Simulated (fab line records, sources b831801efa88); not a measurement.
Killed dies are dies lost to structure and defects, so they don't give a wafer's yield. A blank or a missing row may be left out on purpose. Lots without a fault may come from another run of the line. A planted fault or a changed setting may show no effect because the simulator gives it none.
Chamber matching | flow sky130 | SKY_VIA1_CMP_02 on cmp-01: 4 sister chambers
The step polishes SiO2. 4 wafers are shown with their chamber, then 10 later ones without.

WAFERS WITH THEIR CHAMBER
wafer  | chamber | motor_current_A (A)
L742.3 | 2       | 10.2
L747.2 | 1       | 10.5
L753.1 | 0       | 11.1
L753.2 | 3       | 12.1

WAFERS WITHOUT THEIR CHAMBER
wafer  | motor_current_A (A)
L753.6 | 11.6
L754.1 | 9.4
L754.3 | 12.1
L754.5 | 10.0
L756.2 | 11.4
L756.3 | 9.7
L756.6 | 10.4
L757.2 | 9.8
L757.4 | 10.6
L757.5 | 11.2

WHICH CHAMBER EACH WENT THROUGH
wafer  | from the rows above          | in truth
L753.6 | can't be placed: 0 or 3 or 1 | 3
L754.1 | can't be placed: 2 or 1      | 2
L754.3 | 3                            | 3
L754.5 | can't be placed: 2 or 1      | 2
L756.2 | can't be placed: 0 or 3 or 1 | 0
L756.3 | can't be placed: 2 or 1      | 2
L756.6 | can't be placed: 1 or 2 or 0 | 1
L757.2 | can't be placed: 2 or 1      | 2
L757.4 | can't be placed: 1 or 2 or 0 | 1
L757.5 | can't be placed: 0 or 1      | 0
Placed correctly: 1 of 10. Can't be placed from these rows: 9 (the true chamber is among the candidates in 9). Placed wrongly: 0.
How it was worked out, from the rows above alone: a wafer's distance from a chamber is the root of the sum, over the readings, of the square of ((its reading less the chamber's mean) divided by the reading's scatter). The wafer belongs to the nearest chamber; if the next one is less than 2 further off, it can't be placed. A chamber's mean is the mean of its shown wafers. The scatter: with one shown wafer a chamber, the root of the mean of the squares of how far each hidden wafer lies from its nearest shown one.
